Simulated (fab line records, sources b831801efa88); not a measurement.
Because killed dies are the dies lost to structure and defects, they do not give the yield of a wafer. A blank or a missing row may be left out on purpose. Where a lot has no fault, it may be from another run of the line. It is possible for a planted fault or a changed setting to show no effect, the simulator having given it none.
Which tool was responsible? || flow gf180mcu || 42 wafers from 14 lots sampled at 4 of the route's 602 steps

WHAT EACH GAUGE READ, for each wafer
GF_POLY_GATE_CD_MEAS_18. Usual: cd-nm 280.0 nm, standard deviation 1.9.
{"lot": "L766", "measured": "day 9 07:44", "on": "cd-sem-02", "cd-nm (nm)": "279.0 282.3 281.6", "flag": ""}
{"lot": "L767", "measured": "day 9 12:07", "on": "cd-sem-01", "cd-nm (nm)": "276.9 278.1 279.7", "flag": ""}
{"lot": "L768", "measured": "day 9 21:43", "on": "cd-sem-01", "cd-nm (nm)": "281.2 280.5 282.0", "flag": ""}
{"lot": "L770", "measured": "day 10 10:54", "on": "cd-sem-02", "cd-nm (nm)": "277.7 282.8 279.2", "flag": ""}
{"lot": "L771", "measured": "day 10 19:21", "on": "cd-sem-01", "cd-nm (nm)": "277.3 279.5 279.7", "flag": ""}
{"lot": "L773", "measured": "day 11 10:42", "on": "cd-sem-01", "cd-nm (nm)": "280.3 280.8 284.0", "flag": ""}
{"lot": "L775", "measured": "day 12 03:49", "on": "cd-sem-02", "cd-nm (nm)": "279.8 281.4 279.7", "flag": ""}
{"lot": "L776", "measured": "day 12 07:20", "on": "cd-sem-01", "cd-nm (nm)": "282.3 278.6 279.2", "flag": ""}
{"lot": "L777", "measured": "day 12 21:57", "on": "cd-sem-01", "cd-nm (nm)": "281.8 281.7 284.9", "flag": ""}
{"lot": "L778", "measured": "day 13 04:35", "on": "cd-sem-01", "cd-nm (nm)": "281.3 281.7 282.4", "flag": ""}
{"lot": "L783", "measured": "day 14 10:31", "on": "cd-sem-01", "cd-nm (nm)": "275.2 279.3 280.0", "flag": ""}
{"lot": "L786", "measured": "day 15 10:46", "on": "cd-sem-02", "cd-nm (nm)": "279.3 278.0 278.1", "flag": ""}
{"lot": "L787", "measured": "day 15 16:49", "on": "cd-sem-02", "cd-nm (nm)": "275.9 279.4 275.9", "flag": ""}
{"lot": "L789", "measured": "day 16 08:29", "on": "cd-sem-02", "cd-nm (nm)": "280.2 282.4 279.6", "flag": ""}

GF_SAB_THK_MEAS_01. Usual: SAB_CVD_00_THK 50.2 nm, standard deviation 0.89.
{"lot": "L766", "measured": "day 14 06:41", "on": "film-metro-02", "SAB_CVD_00_THK (nm)": "51.2 51.2 51.7", "flag": ""}
{"lot": "L767", "measured": "day 14 11:05", "on": "film-metro-03", "SAB_CVD_00_THK (nm)": "49.7 50.5 50.5", "flag": ""}
{"lot": "L768", "measured": "day 14 21:29", "on": "film-metro-02", "SAB_CVD_00_THK (nm)": "49.4 50.6 51.0", "flag": ""}
{"lot": "L770", "measured": "day 15 14:37", "on": "film-metro-04", "SAB_CVD_00_THK (nm)": "51.3 51.5 52.3", "flag": ""}
{"lot": "L771", "measured": "day 15 23:00", "on": "film-metro-04", "SAB_CVD_00_THK (nm)": "51.1 51.5 51.5", "flag": ""}
{"lot": "L773", "measured": "day 16 18:40", "on": "film-metro-02", "SAB_CVD_00_THK (nm)": "49.5 49.5 50.1", "flag": ""}
{"lot": "L775", "measured": "day 17 14:56", "on": "film-metro-04", "SAB_CVD_00_THK (nm)": "50.9 51.9 52.1", "flag": ""}
{"lot": "L776", "measured": "day 17 18:37", "on": "film-metro-04", "SAB_CVD_00_THK (nm)": "48.8 49.0 50.0", "flag": ""}
{"lot": "L777", "measured": "day 18 11:25", "on": "film-metro-03", "SAB_CVD_00_THK (nm)": "48.3 50.3 50.0", "flag": ""}
{"lot": "L778", "measured": "day 18 20:47", "on": "film-metro-04", "SAB_CVD_00_THK (nm)": "47.9 48.8 49.5", "flag": ""}
{"lot": "L783", "measured": "day 20 08:55", "on": "film-metro-03", "SAB_CVD_00_THK (nm)": "49.3 49.4 48.7", "flag": ""}
{"lot": "L786", "measured": "day 21 12:59", "on": "film-metro-03", "SAB_CVD_00_THK (nm)": "49.2 49.9 49.8", "flag": ""}
{"lot": "L787", "measured": "day 21 18:32", "on": "film-metro-04", "SAB_CVD_00_THK (nm)": "49.8 49.3 50.7", "flag": ""}
{"lot": "L789", "measured": "day 22 12:49", "on": "film-metro-04", "SAB_CVD_00_THK (nm)": "49.8 49.8 50.7", "flag": ""}

WHICH TOOL RAN EACH LOT (tool, then ch and the chambers of the sampled wafers, then the start)
{"lot": "L766", "GF_VT_IMPLANT_IMPLANT_30": "implanter-01 ch 0, day 6 20:09", "GF_HV_LDD_STRIP_49": "plasma-asher-04 ch 0, day 12 10:44"}
{"lot": "L767", "GF_VT_IMPLANT_IMPLANT_30": "implanter-04 ch 0, day 7 01:43", "GF_HV_LDD_STRIP_49": "plasma-asher-02 ch 1, day 12 15:14"}
{"lot": "L768", "GF_VT_IMPLANT_IMPLANT_30": "implanter-04 ch 0, day 7 08:51", "GF_HV_LDD_STRIP_49": "plasma-asher-02 ch 0,1, day 13 01:59"}
{"lot": "L770", "GF_VT_IMPLANT_IMPLANT_30": "implanter-01 ch 0, day 7 21:00", "GF_HV_LDD_STRIP_49": "plasma-asher-02 ch 0,1, day 13 17:08"}
{"lot": "L771", "GF_VT_IMPLANT_IMPLANT_30": "implanter-04 ch 0, day 8 05:26", "GF_HV_LDD_STRIP_49": "plasma-asher-04 ch 0,1, day 14 00:47"}
{"lot": "L773", "GF_VT_IMPLANT_IMPLANT_30": "implanter-01 ch 0, day 8 20:30", "GF_HV_LDD_STRIP_49": "plasma-asher-02 ch 0,1, day 14 18:58"}
{"lot": "L775", "GF_VT_IMPLANT_IMPLANT_30": "implanter-01 ch 0, day 9 08:56", "GF_HV_LDD_STRIP_49": "plasma-asher-02 ch 0,1, day 15 14:11"}
{"lot": "L776", "GF_VT_IMPLANT_IMPLANT_30": "implanter-01 ch 0, day 9 14:59", "GF_HV_LDD_STRIP_49": "plasma-asher-02 ch 0,1, day 15 17:35"}
{"lot": "L777", "GF_VT_IMPLANT_IMPLANT_30": "implanter-04 ch 0, day 10 04:10", "GF_HV_LDD_STRIP_49": "plasma-asher-04 ch 0,1, day 16 09:04"}
{"lot": "L778", "GF_VT_IMPLANT_IMPLANT_30": "implanter-04 ch 0, day 10 08:52", "GF_HV_LDD_STRIP_49": "plasma-asher-01 ch 0,1, day 16 17:25"}
{"lot": "L783", "GF_VT_IMPLANT_IMPLANT_30": "implanter-04 ch 0, day 11 13:20", "GF_HV_LDD_STRIP_49": "plasma-asher-01 ch 0,1, day 18 03:46"}
{"lot": "L786", "GF_VT_IMPLANT_IMPLANT_30": "implanter-04 ch 0, day 12 11:16", "GF_HV_LDD_STRIP_49": "plasma-asher-02 ch 0,1, day 19 08:44"}
{"lot": "L787", "GF_VT_IMPLANT_IMPLANT_30": "implanter-02 ch 0, day 12 16:20", "GF_HV_LDD_STRIP_49": "plasma-asher-04 ch 0,1, day 19 14:35"}
{"lot": "L789", "GF_VT_IMPLANT_IMPLANT_30": "implanter-01 ch 0, day 13 06:24", "GF_HV_LDD_STRIP_49": "plasma-asher-02 ch 0,1, day 20 08:44"}
- GF_VT_IMPLANT_IMPLANT_30
- GF_HV_LDD_STRIP_49: strips in O2/N2.

WHAT THE TOOLS THEMSELVES READ (means of the sampled wafers that have a number; where no wafer has one, the mark that the record gives instead)
GF_VT_IMPLANT_IMPLANT_30. Usual: beam-on-s 9.99 s, standard deviation 0.2; faraday-current-uA 14.31, standard deviation 0.29; tilt-deg 7.005 degrees, standard deviation 0.02.
{"lot": "L766", "tool": "implanter-01", "beam-on-s (s)": 10.01, "faraday-current-uA": 14.29, "tilt-deg (degrees)": 7.000, "flag": ""}
{"lot": "L767", "tool": "implanter-04", "beam-on-s (s)": 10.29, "faraday-current-uA": 13.89, "tilt-deg (degrees)": 7.020, "flag": ""}
{"lot": "L768", "tool": "implanter-04", "beam-on-s (s)": 9.93, "faraday-current-uA": 14.44, "tilt-deg (degrees)": 7.012, "flag": ""}
{"lot": "L770", "tool": "implanter-01", "beam-on-s (s)": 9.99, "faraday-current-uA": 14.32, "tilt-deg (degrees)": 7.006, "flag": ""}
{"lot": "L771", "tool": "implanter-04", "beam-on-s (s)": 10.10, "faraday-current-uA": 14.16, "tilt-deg (degrees)": 6.983, "flag": ""}
{"lot": "L773", "tool": "implanter-01", "beam-on-s (s)": 10.08, "faraday-current-uA": 14.19, "tilt-deg (degrees)": 6.990, "flag": ""}
{"lot": "L775", "tool": "implanter-01", "beam-on-s (s)": 10.06, "faraday-current-uA": 14.22, "tilt-deg (degrees)": 6.675, "flag": "OFF"}
{"lot": "L776", "tool": "implanter-01", "beam-on-s (s)": 9.79, "faraday-current-uA": 14.55, "tilt-deg (degrees)": 6.665, "flag": "OFF"}
{"lot": "L777", "tool": "implanter-04", "beam-on-s (s)": 10.00, "faraday-current-uA": 14.29, "tilt-deg (degrees)": 7.005, "flag": ""}
{"lot": "L778", "tool": "implanter-04", "beam-on-s (s)": 10.08, "faraday-current-uA": 14.19, "tilt-deg (degrees)": 7.013, "flag": ""}
{"lot": "L783", "tool": "implanter-04", "beam-on-s (s)": 10.00, "faraday-current-uA": 14.30, "tilt-deg (degrees)": 7.022, "flag": ""}
{"lot": "L786", "tool": "implanter-04", "beam-on-s (s)": 10.20, "faraday-current-uA": 14.00, "tilt-deg (degrees)": 6.990, "flag": ""}
{"lot": "L787", "tool": "implanter-02", "beam-on-s (s)": 9.96, "faraday-current-uA": 14.35, "tilt-deg (degrees)": 6.979, "flag": ""}
{"lot": "L789", "tool": "implanter-01", "beam-on-s (s)": 10.09, "faraday-current-uA": 14.18, "tilt-deg (degrees)": 7.002, "flag": ""}

GF_HV_LDD_STRIP_49. Usual: drypump-motor-current-A 5.7 A, standard deviation 0.42; heater-power-w 344 W, standard deviation 40; oes-product-au 0.717 a.u., standard deviation 0.0044; strip-time-to-endpoint-s 12.63 s, standard deviation 0.032.
{"lot": "L766", "tool": "plasma-asher-04", "drypump-motor-current-A (A)": 5.2, "heater-power-w (W)": 274, "oes-product-au (a.u.)": 0.716, "strip-time-to-endpoint-s (s)": 12.63, "flag": ""}
{"lot": "L767", "tool": "plasma-asher-02", "drypump-motor-current-A (A)": 5.9, "heater-power-w (W)": 353, "oes-product-au (a.u.)": 0.712, "strip-time-to-endpoint-s (s)": 12.62, "flag": ""}
{"lot": "L768", "tool": "plasma-asher-02", "drypump-motor-current-A (A)": 6.0, "heater-power-w (W)": 365, "oes-product-au (a.u.)": 0.717, "strip-time-to-endpoint-s (s)": 12.62, "flag": ""}
{"lot": "L770", "tool": "plasma-asher-02", "drypump-motor-current-A (A)": 6.0, "heater-power-w (W)": 372, "oes-product-au (a.u.)": 0.716, "strip-time-to-endpoint-s (s)": 12.55, "flag": ""}
{"lot": "L771", "tool": "plasma-asher-04", "drypump-motor-current-A (A)": 5.8, "heater-power-w (W)": 309, "oes-product-au (a.u.)": 0.718, "strip-time-to-endpoint-s (s)": 12.62, "flag": ""}
{"lot": "L773", "tool": "plasma-asher-02", "drypump-motor-current-A (A)": 6.2, "heater-power-w (W)": 380, "oes-product-au (a.u.)": 0.714, "strip-time-to-endpoint-s (s)": 12.62, "flag": ""}
{"lot": "L775", "tool": "plasma-asher-02", "drypump-motor-current-A (A)": 6.1, "heater-power-w (W)": 379, "oes-product-au (a.u.)": 0.717, "strip-time-to-endpoint-s (s)": 12.65, "flag": ""}
{"lot": "L776", "tool": "plasma-asher-02", "drypump-motor-current-A (A)": 6.1, "heater-power-w (W)": 376, "oes-product-au (a.u.)": 0.714, "strip-time-to-endpoint-s (s)": 12.65, "flag": ""}
{"lot": "L777", "tool": "plasma-asher-04", "drypump-motor-current-A (A)": 5.8, "heater-power-w (W)": 306, "oes-product-au (a.u.)": 0.712, "strip-time-to-endpoint-s (s)": 12.60, "flag": ""}
{"lot": "L778", "tool": "plasma-asher-01", "drypump-motor-current-A (A)": 5.4, "heater-power-w (W)": 341, "oes-product-au (a.u.)": 0.718, "strip-time-to-endpoint-s (s)": 12.67, "flag": ""}
{"lot": "L783", "tool": "plasma-asher-01", "drypump-motor-current-A (A)": 5.4, "heater-power-w (W)": 334, "oes-product-au (a.u.)": 0.711, "strip-time-to-endpoint-s (s)": 12.65, "flag": ""}
{"lot": "L786", "tool": "plasma-asher-02", "drypump-motor-current-A (A)": 6.0, "heater-power-w (W)": 363, "oes-product-au (a.u.)": 0.716, "strip-time-to-endpoint-s (s)": 12.64, "flag": ""}
{"lot": "L787", "tool": "plasma-asher-04", "drypump-motor-current-A (A)": 5.5, "heater-power-w (W)": 284, "oes-product-au (a.u.)": 0.715, "strip-time-to-endpoint-s (s)": 12.64, "flag": ""}
{"lot": "L789", "tool": "plasma-asher-02", "drypump-motor-current-A (A)": 6.0, "heater-power-w (W)": 361, "oes-product-au (a.u.)": 0.720, "strip-time-to-endpoint-s (s)": 12.57, "flag": ""}

THE ANSWER, worked out from the rows above alone
Rule: lot off if the mean of its wafers having a number is beyond 3 standard deviations from the usual mean. A lot without any number at a reading at which 4 lots or more have one is off too. The other lots that the step has rows for count as sound. The gauges are gone through in route order, then the tools' own readings, and for those a lot's mean is taken as printed above. At the first step where some lot is off, the reading lying furthest off is the one used; lots without a number count as furthest.
Off: L775, L776 (GF_VT_IMPLANT_IMPLANT_30, tilt-deg).
A tool fits if, at that step or a process step before it, it ran every lot that is off, and no sound lot after the first of them. None of those tried fits.

WHAT THE SIMULATOR HAD PUT IN
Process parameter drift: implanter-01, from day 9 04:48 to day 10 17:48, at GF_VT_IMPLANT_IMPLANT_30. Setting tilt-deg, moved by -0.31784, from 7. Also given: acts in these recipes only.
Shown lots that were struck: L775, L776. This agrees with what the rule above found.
